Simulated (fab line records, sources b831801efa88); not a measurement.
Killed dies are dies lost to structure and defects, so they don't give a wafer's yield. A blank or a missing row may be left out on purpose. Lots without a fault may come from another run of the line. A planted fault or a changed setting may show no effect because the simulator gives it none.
Which tool did it? | flow gf180mcu | 11 lots, 33 wafers sampled, at 5 steps of a route of 602

WHAT THE GAUGES READ, wafer by wafer
GF_V3_RS_MEAS_24: measures by four-point-probe.
lot  | measured     | on            | V3_W_RS (ohm/sq)
L515 | day 23 00:42 | film_metro-03 | 0.318 0.321 0.318
L516 | day 23 07:33 | film_metro-03 | 0.319 0.319 0.327
L518 | day 24 04:17 | film_metro-04 | 0.327 0.321 0.326
L519 | day 24 20:56 | film_metro-04 | 0.332 0.325 0.334
L521 | day 25 13:20 | film_metro-04 | 0.333 0.323 0.332
L522 | day 25 16:12 | film_metro-03 | 0.321 0.336 0.337
L523 | day 26 08:42 | film_metro-03 | 0.331 0.333 0.318
L525 | day 26 16:59 | film_metro-04 | 0.317 0.339 0.336
L532 | day 28 19:25 | film_metro-04 | 0.335 0.324 0.334
L534 | day 29 07:49 | film_metro-03 | 0.314 0.319 0.317
L536 | day 29 14:14 | film_metro-03 | 0.322 0.331 0.323

GF_V4_THK_MEAS_03.
lot  | measured     | on            | V4_CVD_02_THK (nm)
L515 | day 24 00:20 | film_metro-04 | 847 851 863
L516 | day 24 07:52 | film_metro-01 | 867 853 859
L518 | day 25 03:31 | film_metro-03 | 858 873 852
L519 | day 25 19:16 | film_metro-01 | 858 878 863
L521 | day 26 11:33 | film_metro-03 | 853 877 853
L522 | day 26 15:07 | film_metro-03 | 850 858 846
L523 | day 27 06:49 | film_metro-04 | 834 478 866
L525 | day 27 14:40 | film_metro-01 | 850 854 868
L532 | day 29 16:41 | film_metro-01 | 855 859 859
L534 | day 30 04:44 | film_metro-01 | 853 852 858
L536 | day 30 10:35 | film_metro-03 | 845 848 857

WHICH TOOL RAN EACH LOT (tool, then ch and the chambers of the sampled wafers, then the start)
lot  | GF_V3_STRIP_18                       | GF_M4_SPUTTER_02             | GF_V4_CVD_02
L515 | plasma_asher-01 ch 0,1, day 22 23:52 | pvd_sputter-03, day 23 01:19 | pecvd-04 ch 1,2, day 24 00:16
L516 | plasma_asher-01 ch 0,1, day 23 06:44 | pvd_sputter-03, day 23 08:06 | pecvd-02 ch 0,1,2, day 24 07:49
L518 | plasma_asher-01 ch 0,1, day 24 03:30 | pvd_sputter-03, day 24 04:50 | pecvd-01 ch 0,1,2, day 25 03:28
L519 | plasma_asher-01 ch 0,1, day 24 20:10 | pvd_sputter-01, day 24 21:29 | pecvd-02 ch 0,1,2, day 25 19:12
L521 | plasma_asher-02 ch 0,1, day 25 12:35 | pvd_sputter-01, day 25 13:54 | pecvd-04 ch 1,2, day 26 11:28
L522 | plasma_asher-03 ch 0,1, day 25 15:27 | pvd_sputter-03, day 25 16:46 | pecvd-04 ch 0,1, day 26 14:58
L523 | plasma_asher-03 ch 0,1, day 26 07:37 | pvd_sputter-02, day 26 09:19 | pecvd-04 ch 1,2, day 27 06:45
L525 | plasma_asher-01 ch 0,1, day 26 16:13 | pvd_sputter-03, day 26 17:35 | pecvd-01 ch 0,2, day 27 14:36
L532 | plasma_asher-01 ch 1, day 28 18:40   | pvd_sputter-03, day 28 20:01 | pecvd-02 ch 0,1,2, day 29 16:37
L534 | plasma_asher-03 ch 1, day 29 07:04   | pvd_sputter-03, day 29 08:26 | pecvd-02 ch 0,2, day 30 04:40
L536 | plasma_asher-03 ch 0,1, day 29 13:25 | pvd_sputter-02, day 29 14:52 | pecvd-01 ch 1,2, day 30 10:29
- GF_V3_STRIP_18: strips in O2/N2.
- GF_M4_SPUTTER_02: material AlCu, target thk 450 nm, time 23.9 s.
- GF_V4_CVD_02: deposits SiO2 from TEOS, target thk 850 nm, time 94.851 s.

WHAT THE TOOLS THEMSELVES READ (means of the sampled wafers that have a number; where no wafer has one, the mark that the record gives instead)
GF_V3_STRIP_18.
lot  | tool            | drypump_motor_current_A (A) | heater_power_w (W) | oes_product_au (a.u.)
L515 | plasma_asher-01 | 6.02                        | 325                | 0.594
L516 | plasma_asher-01 | 6.17                        | 323                | 0.594
L518 | plasma_asher-01 | 6.18                        | 322                | 0.590
L519 | plasma_asher-01 | 5.97                        | 335                | 0.595
L521 | plasma_asher-02 | 6.08                        | 339                | 0.590
L522 | plasma_asher-03 | 5.88                        | 343                | 0.591
L523 | plasma_asher-03 | 6.07                        | 328                | 0.594
L525 | plasma_asher-01 | 6.18                        | 327                | 0.592
L532 | plasma_asher-01 | 6.42                        | 322                | 0.597
L534 | plasma_asher-03 | 5.69                        | 374                | 0.591
L536 | plasma_asher-03 | 5.91                        | 356                | 0.592

GF_M4_SPUTTER_02.
lot  | tool           | throttle_valve_pct (%)
L515 | pvd_sputter-03 | 30.5
L516 | pvd_sputter-03 | 29.9
L518 | pvd_sputter-03 | 30.2
L519 | pvd_sputter-01 | 31.4
L521 | pvd_sputter-01 | 30.7
L522 | pvd_sputter-03 | 30.2
L523 | pvd_sputter-02 | 30.0
L525 | pvd_sputter-03 | 31.3
L532 | pvd_sputter-03 | 30.7
L534 | pvd_sputter-03 | 30.9
L536 | pvd_sputter-02 | 30.2

GF_V4_CVD_02.
lot  | tool     | heater_power_w (W)
L515 | pecvd-04 | 677
L516 | pecvd-02 | 742
L518 | pecvd-01 | 683
L519 | pecvd-02 | 743
L521 | pecvd-04 | 579
L522 | pecvd-04 | 630
L523 | pecvd-04 | 622
L525 | pecvd-01 | 640
L532 | pecvd-02 | 708
L534 | pecvd-02 | 726
L536 | pecvd-01 | 734

THE ANSWER, worked out from the rows above alone
Rule: what is usual is taken from the lots themselves. Put in order of their means at a reading, lots are off if they are a third of the lots or fewer, leave a main group of 4 or more, and stand apart from it by a gap of 3 or more times the standard deviation of the main group's means; of several such gaps the widest counts. A main group whose means are all the same, to the digits that the tables above print for the reading, isn't used. A lot without any number at a reading at which 4 lots or more have one is off too. The other lots that the step has rows for count as sound. The gauges are gone through in route order, then the tools' own readings, and for those a lot's mean is taken as printed above. The first step at which some lot is off is used, and at that step the reading that is off furthest; a lot without a number counts as furthest.
Off: L523, at GF_V4_THK_MEAS_03 (V4_CVD_02_THK). The main group: mean 857 nm, standard deviation 4.7.
A tool fits if, at a process step before that reading, it ran every lot that is off, and no sound lot after the first of them. The gauges at GF_V4_THK_MEAS_03 are tried like those tools. Can't be told from this: 2 tools fit, pecvd-04 at GF_V4_CVD_02, film_metro-04 at GF_V4_THK_MEAS_03.

WHAT THE SIMULATOR HAD PUT IN
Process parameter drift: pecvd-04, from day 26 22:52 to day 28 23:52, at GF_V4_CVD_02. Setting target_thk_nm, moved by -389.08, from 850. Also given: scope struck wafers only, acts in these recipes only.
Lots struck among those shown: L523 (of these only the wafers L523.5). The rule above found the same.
